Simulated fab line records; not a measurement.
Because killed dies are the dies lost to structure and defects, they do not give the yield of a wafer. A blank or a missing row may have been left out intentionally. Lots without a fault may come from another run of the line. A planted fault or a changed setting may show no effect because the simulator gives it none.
Which of the tools did it? :: flow sky130 :: 10 lots, 30 wafers sampled, at 5 steps of a route of 708

== WHAT EACH GAUGE READ, for each wafer ==
SKY_VIA2_BOW_MEAS_03. Usual: VIA2_BOW 85 um, standard deviation 8.
lot: L835
measured: day 35 13:52
on: film-metro-01
VIA2_BOW (um): 105 104 91
flag: 

lot: L836
measured: day 35 20:13
on: film-metro-03
VIA2_BOW (um): 78 76 75
flag: 

lot: L837
measured: day 36 05:52
on: film-metro-01
VIA2_BOW (um): 96 85 86
flag: 

lot: L844
measured: day 38 11:41
on: film-metro-04
VIA2_BOW (um): 76 78 74
flag: 

lot: L846
measured: day 39 06:43
on: film-metro-04
VIA2_BOW (um): 75 75 75
flag: 

lot: L856
measured: day 41 22:52
on: film-metro-01
VIA2_BOW (um): 78 85 77
flag: 

lot: L857
measured: day 42 03:10
on: film-metro-04
VIA2_BOW (um): 83 83 83
flag: 

== WHAT TOOL EACH LOT RAN ON (gives the tool, then ch and the chambers of the sampled wafers, and finally the start) ==
lot: L835
SKY_VIA1_CMP_24: cmp-02 ch 2,3, day 34 08:19
SKY_METAL2_DESCUM_17: rie-metal-04 ch 0,1, day 35 12:31
SKY_METAL2_METAL_ETCH_19: rie-metal-04 ch 0,1, day 35 12:37
SKY_METAL2_STRIP_20: plasma-asher-04 ch 0,1, day 35 12:42

lot: L836
SKY_VIA1_CMP_24: cmp-01 ch 1,2,3, day 34 14:32
SKY_METAL2_DESCUM_17: rie-metal-01 ch 0,1, day 35 18:53
SKY_METAL2_METAL_ETCH_19: rie-metal-01 ch 0,1, day 35 18:59
SKY_METAL2_STRIP_20: plasma-asher-01 ch 0,1, day 35 19:05

lot: L837
SKY_VIA1_CMP_24: cmp-01 ch 0,1,3, day 35 00:49
SKY_METAL2_DESCUM_17: rie-metal-02 ch 0,1, day 36 04:35
SKY_METAL2_METAL_ETCH_19: rie-metal-02 ch 0,1, day 36 04:41
SKY_METAL2_STRIP_20: plasma-asher-04 ch 0,1, day 36 04:47

lot: L844
SKY_VIA1_CMP_24: cmp-01 ch 2,3, day 37 07:53
SKY_METAL2_DESCUM_17: rie-metal-04 ch 0,1, day 38 10:22
SKY_METAL2_METAL_ETCH_19: rie-metal-04 ch 0,1, day 38 10:28
SKY_METAL2_STRIP_20: plasma-asher-01 ch 0,1, day 38 10:33

lot: L846
SKY_VIA1_CMP_24: cmp-02 ch 0,3, day 38 03:27
SKY_METAL2_DESCUM_17: rie-metal-04 ch 0,1, day 39 04:53
SKY_METAL2_METAL_ETCH_19: rie-metal-04 ch 0,1, day 39 04:59
SKY_METAL2_STRIP_20: plasma-asher-01 ch 0,1, day 39 05:05

lot: L851
SKY_VIA1_CMP_24: cmp-01 ch 1,3, day 39 12:47
SKY_METAL2_DESCUM_17: rie-metal-01 ch 0,1, day 40 14:04
SKY_METAL2_METAL_ETCH_19: rie-metal-01 ch 0,1, day 40 14:10
SKY_METAL2_STRIP_20: plasma-asher-02 ch 0,1, day 40 14:15

lot: L852
SKY_VIA1_CMP_24: cmp-01 ch 1,3, day 39 19:25
SKY_METAL2_DESCUM_17: rie-metal-04 ch 0,1, day 40 20:21
SKY_METAL2_METAL_ETCH_19: rie-metal-04 ch 0,1, day 40 20:28
SKY_METAL2_STRIP_20: plasma-asher-04 ch 0,1, day 40 20:34

lot: L853
SKY_VIA1_CMP_24: cmp-02 ch 0,1, day 40 13:11
SKY_METAL2_DESCUM_17: rie-metal-01 ch 0,1, day 41 14:26
SKY_METAL2_METAL_ETCH_19: rie-metal-01 ch 0,1, day 41 14:34
SKY_METAL2_STRIP_20: plasma-asher-04 ch 0,1, day 41 14:41

lot: L856
SKY_VIA1_CMP_24: cmp-02 ch 0,2,3, day 40 21:15
SKY_METAL2_DESCUM_17: rie-metal-01 ch 0,1, day 41 21:33
SKY_METAL2_METAL_ETCH_19: rie-metal-01 ch 0,1, day 41 21:40
SKY_METAL2_STRIP_20: plasma-asher-01 ch 0,1, day 41 21:46

lot: L857
SKY_VIA1_CMP_24: cmp-02 ch 2,3, day 41 01:19
SKY_METAL2_DESCUM_17: rie-metal-01 ch 0,1, day 42 01:50
SKY_METAL2_METAL_ETCH_19: rie-metal-01 ch 0,1, day 42 01:56
SKY_METAL2_STRIP_20: plasma-asher-01 ch 0,1, day 42 02:02
- SKY_VIA1_CMP_24: polishes, stops on SiO2, t overpolish 15 s, target thk 0 nm.
- SKY_METAL2_DESCUM_17: chemistry O2, time 8 s.
- SKY_METAL2_METAL_ETCH_19: etches the open film in Cl2/BCl3, stops on SiO2, target depth 360 nm, time 78 s.
- SKY_METAL2_STRIP_20: strips in O2/N2.

== WHAT THE TOOLS THEMSELVES READ (means of the sampled wafers that have a number; where no wafer has one, the mark that the record gives instead) ==
SKY_VIA1_CMP_24. Usual: motor-current-A 11.0 A, standard deviation 1.5; overpolish-run-s 15.001 s, standard deviation 0.0088; time-to-endpoint-s 64 s, standard deviation 3.7.
lot: L835
tool: cmp-02
motor-current-A (A): 11.9
overpolish-run-s (s): 15.000
time-to-endpoint-s (s): 62
flag: 

lot: L836
tool: cmp-01
motor-current-A (A): 11.4
overpolish-run-s (s): 14.997
time-to-endpoint-s (s): 64
flag: 

lot: L837
tool: cmp-01
motor-current-A (A): 10.5
overpolish-run-s (s): 14.994
time-to-endpoint-s (s): 67
flag: 

lot: L844
tool: cmp-01
motor-current-A (A): 11.8
overpolish-run-s (s): 14.996
time-to-endpoint-s (s): 61
flag: 

lot: L846
tool: cmp-02
motor-current-A (A): 9.6
overpolish-run-s (s): 15.003
time-to-endpoint-s (s): 66
flag: 

lot: L851
tool: cmp-01
motor-current-A (A): 11.6
overpolish-run-s (s): 15.005
time-to-endpoint-s (s): 56
flag: 

lot: L852
tool: cmp-01
motor-current-A (A): 10.8
overpolish-run-s (s): 15.003
time-to-endpoint-s (s): 59
flag: 

lot: L853
tool: cmp-02
motor-current-A (A): 10.0
overpolish-run-s (s): 14.998
time-to-endpoint-s (s): 67
flag: 

lot: L856
tool: cmp-02
motor-current-A (A): 10.6
overpolish-run-s (s): 15.012
time-to-endpoint-s (s): 68
flag: 

lot: L857
tool: cmp-02
motor-current-A (A): 12.0
overpolish-run-s (s): 14.999
time-to-endpoint-s (s): 67
flag: 

SKY_METAL2_DESCUM_17. Usual: drypump-motor-current-A 6.2 A, standard deviation 0.38; oes-product-au 0.993 a.u., standard deviation 0.0099; rf-fwd-power-W 147.0 W, standard deviation 0.88.
lot: L835
tool: rie-metal-04
drypump-motor-current-A (A): 6.1
oes-product-au (a.u.): 1.001
rf-fwd-power-W (W): 146.8
flag: 

lot: L836
tool: rie-metal-01
drypump-motor-current-A (A): 6.0
oes-product-au (a.u.): 0.988
rf-fwd-power-W (W): 147.3
flag: 

lot: L837
tool: rie-metal-02
drypump-motor-current-A (A): 6.2
oes-product-au (a.u.): 1.001
rf-fwd-power-W (W): 146.8
flag: 

lot: L844
tool: rie-metal-04
drypump-motor-current-A (A): 6.2
oes-product-au (a.u.): 0.986
rf-fwd-power-W (W): 147.1
flag: 

lot: L846
tool: rie-metal-04
drypump-motor-current-A (A): 6.1
oes-product-au (a.u.): 0.994
rf-fwd-power-W (W): 146.3
flag: 

lot: L851
tool: rie-metal-01
drypump-motor-current-A (A): 6.4
oes-product-au (a.u.): 0.984
rf-fwd-power-W (W): 147.1
flag: 

lot: L852
tool: rie-metal-04
drypump-motor-current-A (A): 6.1
oes-product-au (a.u.): 1.000
rf-fwd-power-W (W): 147.1
flag: 

lot: L853
tool: rie-metal-01
drypump-motor-current-A (A): 6.0
oes-product-au (a.u.): 0.985
rf-fwd-power-W (W): 148.0
flag: 

lot: L856
tool: rie-metal-01
drypump-motor-current-A (A): 6.0
oes-product-au (a.u.): 0.993
rf-fwd-power-W (W): 147.8
flag: 

lot: L857
tool: rie-metal-01
drypump-motor-current-A (A): 6.4
oes-product-au (a.u.): 0.990
rf-fwd-power-W (W): 147.2
flag: 

SKY_METAL2_METAL_ETCH_19. Usual: bcl3-flow-sccm is 29.99 sccm with standard deviation 0.098, bias-w is 48.48 W with standard deviation 0.14, drypump-motor-current-A is 6.2 A with standard deviation 0.38, mfc-cl2-sccm is 60.00 sccm with standard deviation 0.18, oes-product-au is 0.854 a.u. with standard deviation 0.006, rf-fwd-power-W is 893 W with standard deviation 3.7, and throttle-valve-pct is 22.265 % with standard deviation 0.0086.
lot: L835
tool: rie-metal-04
bcl3-flow-sccm (sccm): 30.07
bias-w (W): 48.57
drypump-motor-current-A (A): 6.1
mfc-cl2-sccm (sccm): 59.98
oes-product-au (a.u.): 0.860
rf-fwd-power-W (W): 893
throttle-valve-pct (%): 22.263
flag: 

lot: L836
tool: rie-metal-01
bcl3-flow-sccm (sccm): 29.95
bias-w (W): 48.39
drypump-motor-current-A (A): 6.0
mfc-cl2-sccm (sccm): 60.09
oes-product-au (a.u.): 0.859
rf-fwd-power-W (W): 894
throttle-valve-pct (%): 22.270
flag: 

lot: L837
tool: rie-metal-02
bcl3-flow-sccm (sccm): 30.01
bias-w (W): 48.48
drypump-motor-current-A (A): 6.2
mfc-cl2-sccm (sccm): 59.97
oes-product-au (a.u.): 0.852
rf-fwd-power-W (W): 890
throttle-valve-pct (%): 22.265
flag: 

lot: L844
tool: rie-metal-04
bcl3-flow-sccm (sccm): 29.95
bias-w (W): 48.55
drypump-motor-current-A (A): 6.1
mfc-cl2-sccm (sccm): 59.94
oes-product-au (a.u.): 0.859
rf-fwd-power-W (W): 893
throttle-valve-pct (%): 22.270
flag: 

lot: L846
tool: rie-metal-04
bcl3-flow-sccm (sccm): 29.98
bias-w (W): 48.48
drypump-motor-current-A (A): 6.1
mfc-cl2-sccm (sccm): 60.10
oes-product-au (a.u.): 0.847
rf-fwd-power-W (W): 891
throttle-valve-pct (%): 22.262
flag: 

lot: L851
tool: rie-metal-01
bcl3-flow-sccm (sccm): -
bias-w (W): -
drypump-motor-current-A (A): -
mfc-cl2-sccm (sccm): -
oes-product-au (a.u.): -
rf-fwd-power-W (W): -
throttle-valve-pct (%): -
flag: OFF

lot: L852
tool: rie-metal-04
bcl3-flow-sccm (sccm): -
bias-w (W): -
drypump-motor-current-A (A): -
mfc-cl2-sccm (sccm): -
oes-product-au (a.u.): -
rf-fwd-power-W (W): -
throttle-valve-pct (%): -
flag: OFF

lot: L853
tool: rie-metal-01
bcl3-flow-sccm (sccm): -
bias-w (W): -
drypump-motor-current-A (A): -
mfc-cl2-sccm (sccm): -
oes-product-au (a.u.): -
rf-fwd-power-W (W): -
throttle-valve-pct (%): -
flag: OFF

lot: L856
tool: rie-metal-01
bcl3-flow-sccm (sccm): 29.98
bias-w (W): 48.58
drypump-motor-current-A (A): 6.0
mfc-cl2-sccm (sccm): 60.05
oes-product-au (a.u.): 0.845
rf-fwd-power-W (W): 895
throttle-valve-pct (%): 22.262
flag: 

lot: L857
tool: rie-metal-01
bcl3-flow-sccm (sccm): 30.01
bias-w (W): 48.35
drypump-motor-current-A (A): 6.4
mfc-cl2-sccm (sccm): 59.96
oes-product-au (a.u.): 0.855
rf-fwd-power-W (W): 891
throttle-valve-pct (%): 22.262
flag: 

SKY_METAL2_STRIP_20. Usual: drypump-motor-current-A 6.0 A, standard deviation 0.43; n2-flow-sccm 300.1 sccm, standard deviation 0.87; oes-product-au 0.343 a.u., standard deviation 0.0056; strip-time-to-endpoint-s 2.73 s, standard deviation 0.046.
lot: L835
tool: plasma-asher-04
drypump-motor-current-A (A): 5.7
n2-flow-sccm (sccm): 299.1
oes-product-au (a.u.): 0.348
strip-time-to-endpoint-s (s): 2.76
flag: 

lot: L836
tool: plasma-asher-01
drypump-motor-current-A (A): 6.3
n2-flow-sccm (sccm): 299.7
oes-product-au (a.u.): 0.342
strip-time-to-endpoint-s (s): 2.73
flag: 

lot: L837
tool: plasma-asher-04
drypump-motor-current-A (A): 5.8
n2-flow-sccm (sccm): 300.0
oes-product-au (a.u.): 0.342
strip-time-to-endpoint-s (s): 2.70
flag: 

lot: L844
tool: plasma-asher-01
drypump-motor-current-A (A): 6.3
n2-flow-sccm (sccm): 300.6
oes-product-au (a.u.): 0.344
strip-time-to-endpoint-s (s): 2.68
flag: 

lot: L846
tool: plasma-asher-01
drypump-motor-current-A (A): 6.3
n2-flow-sccm (sccm): 299.5
oes-product-au (a.u.): 0.347
strip-time-to-endpoint-s (s): 2.75
flag: 

lot: L851
tool: plasma-asher-02
drypump-motor-current-A (A): 5.7
n2-flow-sccm (sccm): 300.0
oes-product-au (a.u.): 0.446
strip-time-to-endpoint-s (s): 5.22
flag: OFF

lot: L852
tool: plasma-asher-04
drypump-motor-current-A (A): 5.8
n2-flow-sccm (sccm): 299.4
oes-product-au (a.u.): 0.440
strip-time-to-endpoint-s (s): 5.21
flag: OFF

lot: L853
tool: plasma-asher-04
drypump-motor-current-A (A): 5.5
n2-flow-sccm (sccm): 300.8
oes-product-au (a.u.): 0.449
strip-time-to-endpoint-s (s): 5.20
flag: OFF

lot: L856
tool: plasma-asher-01
drypump-motor-current-A (A): 6.4
n2-flow-sccm (sccm): 300.2
oes-product-au (a.u.): 0.339
strip-time-to-endpoint-s (s): 2.76
flag: 

lot: L857
tool: plasma-asher-01
drypump-motor-current-A (A): 6.4
n2-flow-sccm (sccm): 300.5
oes-product-au (a.u.): 0.344
strip-time-to-endpoint-s (s): 2.76
flag: 

== THE ANSWER, worked out from the rows above alone ==
Rule: lot off if the mean of its wafers having a number is beyond 3 standard deviations from the usual mean. A lot without any number at a reading at which 4 lots or more have one is off too. Where the step has rows for the other lots, those lots are counted as sound. The gauges are gone through in route order, then the tools' own readings, and for those a lot's mean is taken as printed above. The first step at which some lot is off is used, and at that step the reading that is off furthest; a lot without a number counts as furthest.
Off at SKY_METAL2_METAL_ETCH_19 (bcl3-flow-sccm): L851, L852, L853. Without a number there: L851, L852, L853.
A tool fits if, at that step or a process step before it, it ran every lot that is off, and no sound lot after the first of them. Of those tried, none fits.

== WHAT WAS PUT IN BY THE SIMULATOR ==
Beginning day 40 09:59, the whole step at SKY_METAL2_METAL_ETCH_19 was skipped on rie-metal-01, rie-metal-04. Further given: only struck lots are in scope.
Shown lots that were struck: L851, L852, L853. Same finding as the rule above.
